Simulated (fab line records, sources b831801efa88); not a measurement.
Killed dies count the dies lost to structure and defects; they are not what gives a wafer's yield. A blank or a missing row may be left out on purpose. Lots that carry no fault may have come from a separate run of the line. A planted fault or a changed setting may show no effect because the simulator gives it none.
A lot that was struck, set against a sound lot    flow sky130    22 steps out of a route of 708
Sound: these wafers, L581.1, L581.4, L581.6. Struck: wafer L572.4 (left out: L572.2, a lot-mate that was not struck); the cause follows at the end.
Each step with rows lists, per side, the tool, then ch with its chambers, then its first start. Under that, the readings that differ: sound wafers    struck wafers    difference of the means    sigmas: that difference in standard deviations of wafers without a fault.
alike: words and numbers the same on both sides, and readings whose means are apart by under 2 such deviations; not compared: readings that were withheld, readings missing a value for some wafer, numbers with overlapping values and no deviation given by the record, and bounds like >300 which may hide the same value.
Wherever a step has rows on one side only, a row that says differs or no value, or a row with sigmas, the two part there. Numbers that don't overlap but have no deviation are shown without sigmas and don't part them. A reading that every wafer of one side lacks parts them only if that side has two wafers or more.

first, 1 step without rows for these wafers: SKY_METAL4_SPUTTER_00 (material Ti, target thk 15 nm, time 10 s).
SKY_METAL4_SPUTTER_01: material TiN, target thk 20 nm, time 16.7 s.
  sound on pvd_sputter-04 at day 44 22:59; struck on pvd_sputter-03 at day 42 23:02
  alike: throttle_valve_pct
SKY_METAL4_SPUTTER_02: material AlCu, target thk 735 nm, time 39.1 s.
  sound on pvd_sputter-04 at day 44 23:01; struck on pvd_sputter-03 at day 42 23:04
  alike: throttle_valve_pct
then, 1 step without rows for these wafers: SKY_METAL4_SPUTTER_03 (material Ti, target thk 5 nm, time 3.3 s).
SKY_METAL4_SPUTTER_04: material TiN, target thk 70 nm, time 58.3 s.
  sound on pvd_sputter-04 at day 44 23:04; struck on pvd_sputter-03 at day 42 23:07
  alike: throttle_valve_pct
SKY_CAP2M_CVD_00: deposits SiO2, target thk 15.5 nm.
  sound on pecvd-03 ch 0,1,2, day 44 23:07; struck on pecvd-03 ch 0, day 42 23:10
  alike: heater_power_w
SKY_CAP2M_THK_MEAS_01:
  sound on film_metro-02 at day 44 23:08; struck on film_metro-01 at day 42 23:12
  alike: CAP2M_CVD_00_THK
SKY_CAP2M_SPUTTER_02: material TiN, target thk 200 nm, time 166.7 s.
  sound on pvd_sputter-03 at day 44 23:12; struck on pvd_sputter-01 at day 42 23:15
  alike: throttle_valve_pct
SKY_CAP2M_RS_MEAS_03: measurement is done with a four-point probe.
  sound on film_metro-02 at day 44 23:19; struck on film_metro-04 at day 42 23:23
  alike: CAP2M_TIN_RS
SKY_CAP2M_THK_MEAS_04: measures by xrf.
  sound on film_metro-02 at day 44 23:26; struck on film_metro-04 at day 42 23:29
  alike: CAP2M_TIN_THK
then, 2 steps without rows for these wafers: SKY_CAP2M_DEHYDRATE_05 (time 60 s); SKY_CAP2M_HMDS_06 (prime time 60 s).
SKY_CAP2M_COAT_07: resist thk 1140 nm.
  sound on litho_track-01 ch 0, day 45 10:26; struck on litho_track-03 ch 0, day 43 10:46
reading                                     sound           struck  difference  sigmas
model.NOVOLAK_of_CAP2M_COAT_07.thk_nm (nm)  1135 1134 1138  1064    -72         
then, 4 steps without rows for these wafers: SKY_CAP2M_SOFTBAKE_08 (time 60 s); SKY_CAP2M_EXPOSE_09 (exposes mask CAP2M, target cd 1000 nm); SKY_CAP2M_PEB_10; SKY_CAP2M_DEVELOP_11 (develop time 60 s).
SKY_CAP2M_OVL_MEAS_12:
  sound on overlay-02 at day 45 21:29; struck on overlay-01 at day 43 21:52
  alike: CAP2M_OVL
SKY_CAP2M_METAL_ETCH_13: etches TiN in Cl2/BCl3, stops on SiO2, target depth 220 nm, time 62.9 s.
  sound on rie_metal-02 ch 0,1, day 45 21:32; struck on rie_metal-04 ch 0, day 43 21:53
reading                                     sound              struck  difference  sigmas
model.NOVOLAK_of_CAP2M_COAT_07.thk_nm (nm)  984.6 983.3 990.6  910     -76         
model.CAP2M.cd_nm (nm)                      1001 1002 999.2    993.7   -7.0        
  alike: drypump_motor_current_A, oes_product_au, throttle_valve_pct
  not compared: rf_hours_counter_h
SKY_CAP2M_STRIP_14: strips in O2/N2.
  sound on plasma_asher-04 ch 1, day 45 21:37; struck on plasma_asher-01 ch 0, day 43 21:58
reading                       sound              struck  difference  sigmas
strip_time_to_endpoint_s (s)  12.55 12.52 12.62  11.69   -0.87       -18
  alike: drypump_motor_current_A, oes_product_au
  not compared: rf_hours_counter_h
then, 2 steps without rows for these wafers: SKY_CAP2M_STRIP_15 (strips in post etch residue remover, time 1200 s); SKY_PAD_OPEN_PROBE_99.

WHERE THEY PART
SKY_CAP2M_STRIP_14 only, going by this record.

WHY: what the simulator had put in
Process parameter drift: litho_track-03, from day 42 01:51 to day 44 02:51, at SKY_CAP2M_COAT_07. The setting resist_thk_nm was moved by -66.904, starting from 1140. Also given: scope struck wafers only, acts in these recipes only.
